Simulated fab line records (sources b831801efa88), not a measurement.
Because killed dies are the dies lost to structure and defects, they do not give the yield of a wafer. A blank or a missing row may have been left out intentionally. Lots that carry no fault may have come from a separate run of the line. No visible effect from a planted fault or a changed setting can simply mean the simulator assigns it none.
Which tool is to blame?	flow sky130	14 lots, 42 wafers sampled, at 3 steps of a route of 708

WHAT THE GAUGES SHOWED, per wafer
SKY_VIA2_CD_MEAS_12: the cd target is 200 nm. Usual: cd-nm reads 199.9 nm (standard deviation 1.3).
lot	measured	on	cd-nm (nm)	flag
L203	day 36 13:54	cd-sem-01	198.6 198.2 197.9	
L206	day 37 12:05	cd-sem-02	199.9 199.4 199.1	
L207	day 37 22:52	cd-sem-02	201.0 199.8 200.3	
L208	day 38 10:16	cd-sem-01	199.3 198.9 198.7	
L210	day 38 22:37	cd-sem-02	201.9 200.9 200.2	
L211	day 39 01:45	cd-sem-01	198.9 198.3 198.1	
L212	day 39 15:08	cd-sem-01	200.2 199.5 199.4	
L214	day 39 19:50	cd-sem-02	199.8 199.9 198.6	
L213	day 39 20:34	cd-sem-02	201.6 200.4 202.6	
L216	day 40 10:18	cd-sem-02	199.8 198.5 199.5	
L217	day 41 01:33	cd-sem-02	202.7 201.5 202.9	
L223	day 42 21:50	cd-sem-01	199.9 201.3 201.1	
L224	day 43 05:03	cd-sem-01	198.1 198.1 199.2	
L225	day 43 07:20	cd-sem-01	199.1 198.3 198.4	

SKY_METAL3_CD_MEAS_13: the cd target is 300 nm. Usual: cd-nm reads 299.8 nm (standard deviation 1.2).
lot	measured	on	cd-nm (nm)	flag
L203	day 38 18:57	cd-sem-02	300.2 299.6 299.6	
L206	day 39 16:46	cd-sem-02	300.9 300.8 300.1	
L207	day 40 03:04	cd-sem-01	296.9 296.9 296.8	
L208	day 40 13:22	cd-sem-02	300.2 299.5 299.8	
L210	day 41 02:29	cd-sem-01	300.0 301.4 301.3	
L211	day 41 03:54	cd-sem-01	300.8 300.8 300.0	
L212	day 41 17:15	cd-sem-01	299.4 297.4 300.1	
L214	day 41 21:49	cd-sem-02	301.0 299.3 300.8	
L213	day 41 23:40	cd-sem-01	299.6 300.4 300.0	
L216	day 42 14:11	cd-sem-02	299.8 298.6 299.4	
L217	day 43 04:08	cd-sem-02	300.0 299.6 300.0	
L223	day 44 21:11	cd-sem-01	300.8 300.2 299.5	
L224	day 45 03:19	cd-sem-02	300.0 299.8 300.2	
L225	day 45 06:10	cd-sem-02	299.0 298.6 296.9	

WHICH TOOL RAN EACH LOT (tool, then ch and the chambers of the sampled wafers, then the start)
lot	SKY_METAL3_SPUTTER_00
L203	pvd-sputter-04, day 36 15:25
L206	pvd-sputter-04, day 37 13:37
L207	pvd-sputter-04, day 38 00:23
L208	pvd-sputter-02, day 38 11:59
L210	pvd-sputter-02, day 39 00:09
L211	pvd-sputter-02, day 39 03:16
L212	pvd-sputter-02, day 39 16:39
L214	pvd-sputter-04, day 39 21:22
L213	pvd-sputter-04, day 39 22:06
L216	pvd-sputter-01, day 40 11:54
L217	pvd-sputter-04, day 41 03:07
L223	pvd-sputter-02, day 42 23:23
L224	pvd-sputter-01, day 43 06:39
L225	pvd-sputter-04, day 43 08:53
- SKY_METAL3_SPUTTER_00: material Ti, target thk 15 nm, time 10 s.

WHAT THE TOOLS THEMSELVES READ (means of the sampled wafers that have a number; where no wafer has one, the mark that the record gives instead)
SKY_METAL3_SPUTTER_00. Usual: throttle-valve-pct reads 29.8 % (standard deviation 0.97).
lot	tool	throttle-valve-pct (%)	flag
L203	pvd-sputter-04	29.9	
L206	pvd-sputter-04	29.4	
L207	pvd-sputter-04	28.8	
L208	pvd-sputter-02	29.8	
L210	pvd-sputter-02	29.6	
L211	pvd-sputter-02	29.6	
L212	pvd-sputter-02	29.5	
L214	pvd-sputter-04	30.3	
L213	pvd-sputter-04	29.5	
L216	pvd-sputter-01	30.3	
L217	pvd-sputter-04	30.7	
L223	pvd-sputter-02	29.7	
L224	pvd-sputter-01	29.3	
L225	pvd-sputter-04	30.0	

THE ANSWER, worked out from the rows above alone
Rule: a lot counts as off when the mean over its wafers that have a number is more than 3 standard deviations away from the usual mean. A lot without any number at a reading at which 4 lots or more have one is off too. Any other lot the step has rows for is counted as sound. Order of review: gauges by route order, followed by the tools' own readings, for which a lot's mean as printed above is used. The first step at which some lot is off is used, and at that step the reading that is off furthest; a lot without a number counts as furthest.
No lot is off at any reading shown: from this, nothing can be told.

WHAT THE SIMULATOR PUT IN
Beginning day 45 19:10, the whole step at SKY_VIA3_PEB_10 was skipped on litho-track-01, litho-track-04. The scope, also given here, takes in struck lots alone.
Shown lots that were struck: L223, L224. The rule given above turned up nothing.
